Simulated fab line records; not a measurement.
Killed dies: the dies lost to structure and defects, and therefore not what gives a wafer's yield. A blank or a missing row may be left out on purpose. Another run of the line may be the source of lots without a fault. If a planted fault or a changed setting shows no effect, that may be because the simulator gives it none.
A lot that was struck, set against a sound lot	flow gf180mcu	14 out of 602 route steps
Sound: the wafers L305.2, L305.3, L305.6. Struck: wafers L314.2, L314.3, L314.6. At the end, the cause is stated.
For every step that has rows: the tool of each side, followed by ch and its chambers, followed by its first start. Under that, the readings that differ: sound wafers	struck wafers	difference of the means	sigmas: that difference in standard deviations of wafers without a fault.
alike: same words and numbers on both sides, and readings whose means sit less than 2 such deviations apart. not compared: any withheld reading, any reading some wafer has no value for, any bound like >300 that may hide the same value, and any number with overlapping values for which the record gives no deviation.
The two part at a step that has a row with sigmas, a row that says differs or no value, or rows on one side only. Numbers that have no deviation but don't overlap get no sigmas and don't part them. A reading missing from all wafers of one side parts the sides only when that side holds two or more wafers.

first, 1 step without rows for these wafers: GF_HV_LDD_DEVELOP_18 (develop time 60 s).
GF_HV_LDD_CD_MEAS_19 targets a cd of 400 nm.
  sound on cd-sem-01 at day 10 18:50; struck on cd-sem-01 at day 13 13:46
  alike: cd-nm
GF_HV_LDD_OVL_MEAS_20:
  sound on overlay-01 at day 10 18:56; struck on overlay-01 at day 13 13:52
  alike: HV_LDD_01_OVL
next, for these wafers, 1 step has no rows: GF_HV_LDD_IMPLANT_21.
GF_HV_LDD_STRIP_22: strips in O2/N2.
  sound on plasma-asher-02 ch 0,1, day 10 19:07; struck on plasma-asher-04 ch 0, day 13 14:02
  alike: drypump-motor-current-A, heater-power-w, n2-flow-sccm, oes-product-au, strip-time-to-endpoint-s
  not compared: rf-hours-counter-h
GF_HV_LDD_TW_MEAS_23:
  sound on film-metro-01 at day 10 19:13; struck on film-metro-02 at day 13 14:09
  alike: HV_LDD_2_TW
then, 6 steps without rows for these wafers: GF_HV_LDD_DEHYDRATE_24 (time 60 s); GF_HV_LDD_HMDS_25 (prime time 60 s); GF_HV_LDD_COAT_26 (resist thk 1000 nm); GF_HV_LDD_SOFTBAKE_27 (time 60 s); GF_HV_LDD_EXPOSE_28 (exposes mask Nplus HV AREA, target cd 400 nm); GF_HV_LDD_PEB_29.
GF_HV_LDD_DEVELOP_30: develop time 60 s.
  sound on litho-track-02 ch 0, day 11 13:37; struck on litho-track-04, day 14 10:08
  no value came back on the struck wafers for chill-plate-temp-C (C), develop-time-s (s); on the sound wafers chill-plate-temp-C (C) reads 22.93 22.86 22.86
GF_HV_LDD_CD_MEAS_31 targets a cd of 400 nm.
  sound on cd-sem-01 at day 11 13:46; struck on cd-sem-02 at day 14 10:16
reading	sound	struck	difference	sigmas
cd-nm (nm)	399.4 402.2 400.1	- - -	no value on the struck wafers	

WHERE THEY PART
Last at GF_HV_LDD_CD_MEAS_31 as far as this record goes, first at GF_HV_LDD_DEVELOP_30.

WHY: what the simulator had put in
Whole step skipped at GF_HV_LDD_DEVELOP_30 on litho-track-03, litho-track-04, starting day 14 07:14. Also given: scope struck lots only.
